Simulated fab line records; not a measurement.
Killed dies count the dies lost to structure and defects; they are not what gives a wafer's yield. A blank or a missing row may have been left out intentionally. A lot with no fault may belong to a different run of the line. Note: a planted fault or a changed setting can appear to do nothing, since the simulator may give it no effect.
fab line records ; flow sky130
record lots=11; wafers=33; last-day=50
route steps=708 shown LDD_HVN@274 POLY_CUT@316 SD_N@351 LI_CONTACT@374 PAD_OPEN@708
lots that met no fault: from a run of the same line without faults
start-h: hours from the record's first day to the start of the lot's first wafer shown ; wait-h: hours since the lot's step before ; " the same as in the row above ; L1.1+2: several wafers, shown together as one row ; - no value, or no start was given ; * or withheld: withheld ; < > ~ a bound
route shown NAME@n: a module of which the file shows steps, and the number in the route of the first ; usual: average and standard deviation across the fault-free wafers ; same: alike in all rows ; chamber/n: place in a boat ; sites: readings site by site ; _std_site: the standard deviation of these ; _edge_site: mean of outer sites minus mean of inner sites ; radius-mm: for every site, how far away it sits from the centre of the wafer ; mask NAME#n: copy n ; behind: the tool/chamber that last shaped the wafer ; hold: what put the lot on hold/how long, in hours/how the hold closed ; device: whichever transistor did not switch (one of n, p or np) ; end of line: at the end of the route, the tests of the same wafers ; a step with no rows: only its recipe ; killed: not the wafer's yield, but the dies lost to structure and defects at the first sort ; map: shows each die of a wafer: x if killed, . if not, _ if none is there
set.NAME: the setting the step ran with; set.NAME@STEP: the setting that earlier step ran with ; model.NAME: the simulator's own value behind a step, which no gauge read
steps of the route over a sample of lots; a table a step, a row a wafer
services: a tool's chamber out of use, with start hour (start-h, from the record's first day; less than 0 if before it), hours out, and reason
## steps
# step SKY_LDD_HVN_OVL_MEAS_07
# usual LDD_HVN_OVL=0.4/1.4
lot.wafer;tool;chamber;start-h;wait-h;LDD_HVN_OVL[nm]
L915.1;overlay-02;-;455.85;0.1;0.3
L915.5;overlay-02;-;455.85;0.1;0.2
L915.6;overlay-02;-;455.85;0.1;0.1
L918.2;overlay-01;-;491.45;0.1;0.2
L918.5;overlay-01;-;491.45;0.1;0.8
L918.6;overlay-01;-;491.45;0.1;0.2
L919.1;overlay-01;-;498.49;0.1;-0.3
L919.2;overlay-01;-;498.49;0.1;-1.7
L919.6;overlay-01;-;498.49;0.1;0.3
L920.1;overlay-01;-;504.41;0.1;1.8
L920.5;overlay-01;-;504.41;0.1;2.1
L920.6;overlay-01;-;504.41;0.1;1.6
L924.2;overlay-02;-;542.15;0.1;-1.1
L924.5;overlay-02;-;542.15;0.1;1.0
L924.6;overlay-02;-;542.15;0.1;0.2
L926.2;overlay-02;-;560.30;0.1;1.2
L926.4;overlay-02;-;560.30;0.1;0.3
L926.6;overlay-02;-;560.30;0.1;1.0
L927.1;overlay-02;-;571.40;0.1;-2.0
L927.4;overlay-02;-;571.40;0.1;0.5
L927.5;overlay-02;-;571.40;0.1;-0.3
L929.2;overlay-01;-;590.07;0.1;1.3
L929.4;overlay-01;-;590.07;0.1;1.6
L929.5;overlay-01;-;590.07;0.1;1.8
L934.2;overlay-01;-;631.65;0.1;-0.5
L934.3;overlay-01;-;631.65;0.1;-1.4
L934.6;overlay-01;-;631.65;0.1;-0.4
L936.1;overlay-01;-;648.39;0.1;0.8
L936.3;overlay-01;-;648.39;0.1;0.4
L936.5;overlay-01;-;648.39;0.1;0.4
L938.2;overlay-01;-;663.90;0.1;-0.4
L938.4;overlay-01;-;663.90;0.1;1.2
L938.5;overlay-01;-;663.90;0.1;-1.8
# step SKY_POLY_CUT_OVL_MEAS_09
# usual POLY_CUT_OVL=-4/4.2
lot.wafer;tool;chamber;start-h;wait-h;POLY_CUT_OVL[nm]
L915.1;overlay-02;-;551.62;0.1;-3
L915.5;overlay-02;-;551.62;0.1;-7
L915.6;overlay-02;-;551.62;0.1;-6
L918.2;overlay-02;-;585.72;0.1;-1
L918.5;overlay-02;-;585.72;0.1;-12
L918.6;overlay-02;-;585.72;0.1;-1
L919.1;overlay-01;-;591.89;0.1;-5
L919.2;overlay-01;-;591.89;0.1;0
L919.6;overlay-01;-;591.89;0.1;-3
L920.1;overlay-01;-;598.12;0.1;-1
L920.5;overlay-01;-;598.12;0.1;-7
L920.6;overlay-01;-;598.12;0.1;3
L924.2;overlay-01;-;632.14;0.1;-14
L924.5;overlay-01;-;632.14;0.1;-4
L924.6;overlay-01;-;632.14;0.1;-10
L926.2;overlay-01;-;651.47;0.1;-3
L926.4;overlay-01;-;651.47;0.1;-5
L926.6;overlay-01;-;651.47;0.1;-4
L927.1;overlay-01;-;660.82;0.1;-1
L927.4;overlay-01;-;660.82;0.1;-2
L927.5;overlay-01;-;660.82;0.1;-6
L929.2;overlay-01;-;679.07;0.1;-6
L929.4;overlay-01;-;679.07;0.1;-6
L929.5;overlay-01;-;679.07;0.1;-9
L934.2;overlay-01;-;719.27;0.1;-8
L934.3;overlay-01;-;719.27;0.1;-7
L934.6;overlay-01;-;719.27;0.1;-4
L936.1;overlay-01;-;734.04;0.1;-6
L936.3;overlay-01;-;734.04;0.1;-3
L936.5;overlay-01;-;734.04;0.1;2
L938.2;overlay-02;-;747.62;0.1;1
L938.4;overlay-02;-;747.62;0.1;0
L938.5;overlay-02;-;747.62;0.1;-6
# step SKY_SD_N_IMPLANT_09
# recipe species=As; energy-kev=50; dose-cm2=4e+15; tilt-deg=0
# usual beam-energy-keV=50.000/0.016; faraday-current-uA=11314/820
lot.wafer;tool;chamber;start-h;wait-h;beam-energy-keV;faraday-current-uA
L915.1;implanter-02;0;639.60;0.0;49.993;10567
L915.5;implanter-02;0;639.60;0.0;50.007;10811
L915.6;implanter-02;0;639.60;0.0;49.987;10906
L918.2;implanter-04;0;672.37;0.0;49.995;11194
L918.5;implanter-04;0;672.37;0.0;49.977;11087
L918.6;implanter-04;0;672.37;0.0;49.989;11369
L919.1;implanter-04;0;677.65;0.0;49.995;11295
L919.2;implanter-04;0;677.65;0.0;50.002;11202
L919.6;implanter-04;0;677.65;0.0;50.016;10973
L920.1;implanter-02;0;683.45;0.0;50.017;10754
L920.5;implanter-02;0;683.45;0.0;49.996;11130
L920.6;implanter-02;0;683.45;0.0;49.999;10778
L924.2;implanter-04;0;716.38;0.0;50.008;11425
L924.5;implanter-04;0;716.38;0.0;50.025;11111
L924.6;implanter-04;0;716.38;0.0;50.017;10737
L926.2;implanter-02;0;735.18;0.0;50.019;10935
L926.4;implanter-02;0;735.18;0.0;49.982;10896
L926.6;implanter-02;0;735.18;0.0;50.009;10796
L927.1;implanter-04;0;744.05;0.0;32.860;11345
L927.4;implanter-04;0;744.05;0.0;32.862;11117
L927.5;implanter-04;0;744.05;0.0;32.856;10887
L929.2;implanter-04;0;761.23;0.0;32.860;10949
L929.4;implanter-04;0;761.23;0.0;32.888;11245
L929.5;implanter-04;0;761.23;0.0;32.889;11206
L934.2;implanter-03;0;799.23;0.0;50.043;13028
L934.3;implanter-03;0;799.23;0.0;50.008;12960
L934.6;implanter-03;0;799.23;0.0;50.013;12938
L936.1;implanter-02;0;814.30;0.0;49.992;11061
L936.3;implanter-02;0;814.30;0.0;49.981;10788
L936.5;implanter-02;0;814.30;0.0;49.994;11046
L938.2;implanter-02;0;827.33;0.0;50.015;10725
L938.4;implanter-02;0;827.33;0.0;50.019;11056
L938.5;implanter-02;0;827.33;0.0;50.037;11019
# step SKY_SD_N_STRIP_11
# recipe chemistry=O2/N2; power-w=1400; pressure-mtorr=1500; platen-temp-c=withheld; o2-flow-sccm=3000; n2-flow-sccm=300; overash-fraction=0.5
# usual drypump-motor-current-A=5.8/0.57; oes-product-au=0.528/0.0049; strip-time-to-endpoint-s=22.56/0.042
lot.wafer;tool;chamber;start-h;wait-h;drypump-motor-current-A;oes-product-au;rf-hours-counter-h;strip-time-to-endpoint-s
L915.1;plasma-asher-04;0;639.90;0.1;5.3;0.523;95;22.55
L915.5;plasma-asher-04;0;639.90;0.1;5.3;0.524;-;22.58
L915.6;plasma-asher-04;1;639.90;0.1;5.5;0.530;-;22.53
L918.2;plasma-asher-01;1;672.65;0.1;4.9;0.529;53;22.51
L918.5;plasma-asher-01;1;672.65;0.1;5.0;0.526;-;22.57
L918.6;plasma-asher-01;0;672.65;0.1;6.5;0.536;-;22.52
L919.1;plasma-asher-03;0;677.95;0.1;6.0;0.527;26;22.54
L919.2;plasma-asher-03;1;677.95;0.1;6.7;0.526;26;22.52
L919.6;plasma-asher-03;0;677.95;0.1;6.0;0.529;-;22.56
L920.1;plasma-asher-04;1;683.75;0.1;5.5;0.530;99;22.58
L920.5;plasma-asher-04;1;683.75;0.1;5.5;0.534;-;22.52
L920.6;plasma-asher-04;0;683.75;0.1;5.3;0.526;-;22.58
L924.2;plasma-asher-04;1;716.65;0.1;5.5;0.522;102;22.51
L924.5;plasma-asher-04;0;716.65;0.1;5.3;0.528;-;22.53
L924.6;plasma-asher-04;1;716.65;0.1;5.5;0.518;-;22.55
L926.2;plasma-asher-03;1;735.45;0.1;6.6;0.528;32;22.56
L926.4;plasma-asher-03;0;735.45;0.1;6.0;0.533;-;22.57
L926.6;plasma-asher-03;0;735.45;0.1;6.0;0.530;-;22.54
L927.1;plasma-asher-04;0;744.35;0.1;5.3;0.565;0;20.00
L927.4;plasma-asher-04;0;744.35;0.1;5.3;0.572;-;19.99
L927.5;plasma-asher-04;0;744.35;0.1;5.3;0.572;-;20.01
L929.2;plasma-asher-04;1;761.50;0.1;5.5;0.570;2;19.93
L929.4;plasma-asher-04;0;761.50;0.1;5.3;0.567;-;19.94
L929.5;plasma-asher-04;1;761.50;0.1;5.5;0.569;-;19.94
L934.2;plasma-asher-03;0;799.50;0.1;6.1;0.528;38;22.51
L934.3;plasma-asher-03;1;799.50;0.1;6.6;0.527;-;22.57
L934.6;plasma-asher-03;0;799.50;0.1;6.0;0.522;-;22.52
L936.1;plasma-asher-03;1;814.60;0.1;6.6;0.532;39;22.59
L936.3;plasma-asher-03;0;814.60;0.1;6.0;0.523;-;22.54
L936.5;plasma-asher-03;0;814.60;0.1;6.0;0.531;-;22.57
L938.2;plasma-asher-04;1;827.60;0.1;5.5;0.526;8;22.53
L938.4;plasma-asher-04;0;827.60;0.1;5.3;0.519;-;22.53
L938.5;plasma-asher-04;1;827.60;0.1;5.4;0.529;-;22.54
# step SKY_SD_N_TW_MEAS_12
# usual SD_N_TW=3995/37
lot.wafer;tool;chamber;start-h;wait-h;SD_N_TW
L915.1;film-metro-02;-;640.00;0.1;3940
L915.5;film-metro-02;-;640.00;0.1;3925
L915.6;film-metro-02;-;640.00;0.1;3935
L918.2;film-metro-02;-;672.76;0.1;3912
L918.5;film-metro-02;-;672.76;0.1;3900
L918.6;film-metro-02;-;672.76;0.1;3929
L919.1;film-metro-03;-;678.05;0.1;3964
L919.2;film-metro-03;-;678.05;0.1;3966
L919.6;film-metro-03;-;678.05;0.1;3986
L920.1;film-metro-03;-;683.85;0.1;3968
L920.5;film-metro-03;-;683.85;0.1;3980
L920.6;film-metro-03;-;683.85;0.1;3995
L924.2;film-metro-03;-;716.76;0.1;4019
L924.5;film-metro-03;-;716.76;0.1;4019
L924.6;film-metro-03;-;716.76;0.1;3997
L926.2;film-metro-03;-;735.56;0.1;4019
L926.4;film-metro-03;-;735.56;0.1;4010
L926.6;film-metro-03;-;735.56;0.1;4010
L927.1;film-metro-03;-;744.45;0.1;3600
L927.4;film-metro-03;-;744.45;0.1;3606
L927.5;film-metro-03;-;744.45;0.1;3610
L929.2;film-metro-03;-;761.61;0.1;3615
L929.4;film-metro-03;-;761.61;0.1;3618
L929.5;film-metro-03;-;761.61;0.1;3623
L934.2;film-metro-02;-;799.61;0.1;3921
L934.3;film-metro-02;-;799.61;0.1;3918
L934.6;film-metro-02;-;799.61;0.1;3915
L936.1;film-metro-04;-;814.70;0.1;3995
L936.3;film-metro-04;-;814.70;0.1;4022
L936.5;film-metro-04;-;814.70;0.1;4013
L938.2;film-metro-04;-;827.71;0.1;4039
L938.4;film-metro-04;-;827.71;0.1;4023
L938.5;film-metro-04;-;827.71;0.1;4036
# step SKY_SD_N_RS_MEAS_16
# recipe thk-meas-gauge=four-point-probe
# usual SD_N_RS=68.55/0.1
lot.wafer;tool;chamber;start-h;wait-h;SD_N_RS[ohm/sq]
L915.1;film-metro-02;-;640.33;0.1;68.48
L915.5;film-metro-02;-;640.33;0.1;68.41
L915.6;film-metro-02;-;640.33;0.1;68.47
L918.2;film-metro-04;-;673.05;0.1;68.66
L918.5;film-metro-04;-;673.05;0.1;68.68
L918.6;film-metro-04;-;673.05;0.1;68.74
L919.1;film-metro-04;-;678.33;0.1;68.77
L919.2;film-metro-04;-;678.33;0.1;68.64
L919.6;film-metro-04;-;678.33;0.1;68.75
L920.1;film-metro-02;-;684.15;0.1;68.55
L920.5;film-metro-02;-;684.15;0.1;68.50
L920.6;film-metro-02;-;684.15;0.1;68.39
L924.2;film-metro-04;-;717.06;0.1;68.71
L924.5;film-metro-04;-;717.06;0.1;68.51
L924.6;film-metro-04;-;717.06;0.1;68.53
L926.2;film-metro-04;-;735.86;0.1;68.75
L926.4;film-metro-04;-;735.86;0.1;68.59
L926.6;film-metro-04;-;735.86;0.1;68.61
L927.1;film-metro-02;-;744.74;0.1;82.87
L927.4;film-metro-02;-;744.74;0.1;82.87
L927.5;film-metro-02;-;744.74;0.1;83.09
L929.2;film-metro-04;-;761.91;0.1;82.74
L929.4;film-metro-04;-;761.91;0.1;82.69
L929.5;film-metro-04;-;761.91;0.1;82.77
L934.2;film-metro-03;-;799.91;0.1;68.37
L934.3;film-metro-03;-;799.91;0.1;68.47
L934.6;film-metro-03;-;799.91;0.1;68.42
L936.1;film-metro-04;-;815.04;0.1;68.54
L936.3;film-metro-04;-;815.04;0.1;68.45
L936.5;film-metro-04;-;815.04;0.1;68.56
L938.2;film-metro-04;-;828.01;0.1;68.69
L938.4;film-metro-04;-;828.01;0.1;68.48
L938.5;film-metro-04;-;828.01;0.1;68.70
# step SKY_LI_CONTACT_CD_MEAS_12
# recipe target-cd-nm=170
# usual cd-nm=169.7/1.7
lot.wafer;tool;chamber;start-h;wait-h;cd-nm
L915.1;cd-sem-02;-;669.52;-;169.7
L915.5;cd-sem-02;-;669.52;-;168.6
L915.6;cd-sem-02;-;669.52;-;169.3
L918.2;cd-sem-02;-;701.77;-;171.7
L918.5;cd-sem-02;-;701.77;-;170.4
L918.6;cd-sem-02;-;701.77;-;170.7
L919.1;cd-sem-01;-;706.65;-;166.1
L919.2;cd-sem-01;-;706.65;-;167.3
L919.6;cd-sem-01;-;706.65;-;165.1
L920.1;cd-sem-01;-;712.30;-;166.6
L920.5;cd-sem-01;-;712.30;-;167.0
L920.6;cd-sem-01;-;712.30;-;168.1
L924.2;cd-sem-02;-;744.87;-;168.9
L924.5;cd-sem-02;-;744.87;-;171.6
L924.6;cd-sem-02;-;744.87;-;170.5
L926.2;cd-sem-01;-;763.62;-;170.2
L926.4;cd-sem-01;-;763.62;-;169.0
L926.6;cd-sem-01;-;763.62;-;168.9
L927.1;cd-sem-01;-;771.85;-;169.9
L927.4;cd-sem-01;-;771.85;-;170.8
L927.5;cd-sem-01;-;771.85;-;170.7
L929.2;cd-sem-02;-;789.52;-;169.1
L929.4;cd-sem-02;-;789.52;-;168.8
L929.5;cd-sem-02;-;789.52;-;169.6
L934.2;cd-sem-01;-;826.42;-;172.1
L934.3;cd-sem-01;-;826.42;-;172.3
L934.6;cd-sem-01;-;826.42;-;172.2
L936.1;cd-sem-02;-;842.40;-;172.0
L936.3;cd-sem-02;-;842.40;-;170.6
L936.5;cd-sem-02;-;842.40;-;171.4
L938.2;cd-sem-02;-;855.12;-;170.1
L938.4;cd-sem-02;-;855.12;-;167.9
L938.5;cd-sem-02;-;855.12;-;168.7
# step SKY_PAD_OPEN_PROBE_99
# usual killed_at_M0_to_M3=45/7.3; killed_at_M4_up=3.1/1.7; killed-at-contacts=25/5.1; killed-at-front-end=15/4.5; killed-at-other=0.3/0.56; killed-dies=88/9.4; killed-open=47/6.6; killed-short=40/6.9
# same gross-dies=492; killed-at-back-side=0
lot.wafer;tool;chamber;start-h;wait-h;killed_at_M0_to_M3;killed_at_M4_up;killed-at-contacts;killed-at-front-end;killed-at-other;killed-dies;killed-open;killed-short
L920.1;prober-01;-;1101.46;0.1;47;3;23;10;0;83;49;34
L920.5;prober-01;-;1101.66;0.2;54;1;21;11;0;87;53;33
L920.6;prober-01;-;1101.71;0.2;43;2;24;11;0;80;39;39
L929.2;prober-02;-;1157.62;0.1;58;5;25;10;0;98;51;47
L929.4;prober-02;-;1157.72;0.2;51;2;13;7;2;75;32;41
L929.5;prober-02;-;1157.77;0.2;44;5;23;9;0;81;50;31
# killed by level:class
L920.1 CONTACT:geometric-particle:open=12 METAL1:geometric-particle:short=9 VIA2:geometric-particle:open=7 VIA1:geometric-particle:open=7 LI_CONTACT:geometric-particle:open=6 VIA3:geometric-particle:open=5 VIA1:geometric-particle:short=4 METAL3:geometric-particle:short=4
L920.5 VIA1:geometric-particle:open=13 VIA2:geometric-particle:open=9 CONTACT:geometric-particle:open=7 CONTACT:geometric-particle:short=6 METAL2:geometric-particle:short=6 VIA3:geometric-particle:open=6 FIELD_ISO:geometric-particle:open=4 LI_CONTACT:geometric-particle:open=4
L920.6 CONTACT:geometric-particle:open=8 VIA2:geometric-particle:open=7 LI_CONTACT:geometric-particle:open=6 CONTACT:geometric-particle:short=5 METAL1:geometric-particle:short=5 VIA2:geometric-particle:short=5 VIA1:geometric-particle:open=4 METAL2:geometric-particle:open=4
L929.2 VIA2:geometric-particle:open=12 VIA1:geometric-particle:open=11 LOCAL_INTERCONNECT:geometric-particle:short=8 METAL1:geometric-particle:short=6 METAL2:geometric-particle:short=6 LI_CONTACT:geometric-particle:open=5 CONTACT:geometric-particle:open=5 VIA3:geometric-particle:short=5
L929.4 METAL1:geometric-particle:short=10 VIA2:geometric-particle:open=9 VIA1:geometric-particle:open=7 CONTACT:geometric-particle:short=6 METAL2:geometric-particle:short=5 VIA3:geometric-particle:open=5 VIA2:geometric-particle:short=5 CONTACT:geometric-particle:open=4
L929.5 CONTACT:geometric-particle:open=10 LI_CONTACT:geometric-particle:open=8 VIA1:geometric-particle:open=8 VIA2:geometric-particle:open=8 METAL1:geometric-particle:short=5 VIA1:geometric-particle:short=5 POLY_GATE:geometric-particle:open=4 METAL2:geometric-particle:short=4
## services
tool;chamber;start-h;hours;kind
plasma-asher-04;-;617.20;2.8;pm
plasma-asher-03;-;637.83;1.7;repair
plasma-asher-04;-;683.06;0.6;repair
implanter-03;-;691.73;2.8;repair
plasma-asher-03;-;710.13;1.7;repair
plasma-asher-04;-;725.56;2.1;repair
implanter-02;-;728.65;2.6;repair
plasma-asher-04;-;733.75;9.0;pm
plasma-asher-04;0;733.75;9.0;vent-cycle
plasma-asher-04;1;733.75;9.0;vent-cycle
plasma-asher-04;0;742.75;-;clean
plasma-asher-04;1;742.75;-;clean
implanter-02;-;748.59;4.8;pm
implanter-03;-;754.67;3.3;repair
implanter-02;-;759.21;1.1;repair
plasma-asher-01;-;784.87;1.8;repair
implanter-03;-;785.18;4.1;repair
implanter-02;-;809.66;1.8;repair
## key
first-sign step=SKY_SD_N_IMPLANT_09; reading=beam-energy-keV; direction=down; sigmas=99+; usual=*; struck=*
effect step=SKY_SD_N_STRIP_11; reading=strip-time-to-endpoint-s; direction=down; sigmas=62; usual=*; struck=*
effect step=SKY_SD_N_TW_MEAS_12; reading=SD_N_TW; direction=down; sigmas=10; usual=3995; struck=3612
effect step=SKY_SD_N_RS_MEAS_16; reading=SD_N_RS; direction=up; sigmas=99+; usual=68.55; struck=82.84
met-at SKY_SD_N_IMPLANT_09
struck-lots L927,L929
tester-left-out L927,L929
not-acting-at SKY_LDD_HVN_OVL_MEAS_07,SKY_POLY_CUT_OVL_MEAS_09,SKY_LI_CONTACT_CD_MEAS_12
onset-between 716.38 744.05
fault kind=process-parameter-drift; tool=implanter-04; chamber=-; onset-h=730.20; steps=SKY_SD_N_IMPLANT_09; channel=energy-kev; offset=*; shape=step; end-h=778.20; acts-in=*; stated=*
# tester-left-out: of these lots the tester's yield and bins aren't shown, on N5 and GAA mostly nor the transistor test; their killed dies are dies lost to structure and defects alone, not to doping, threshold or leakage, so they don't give the yield
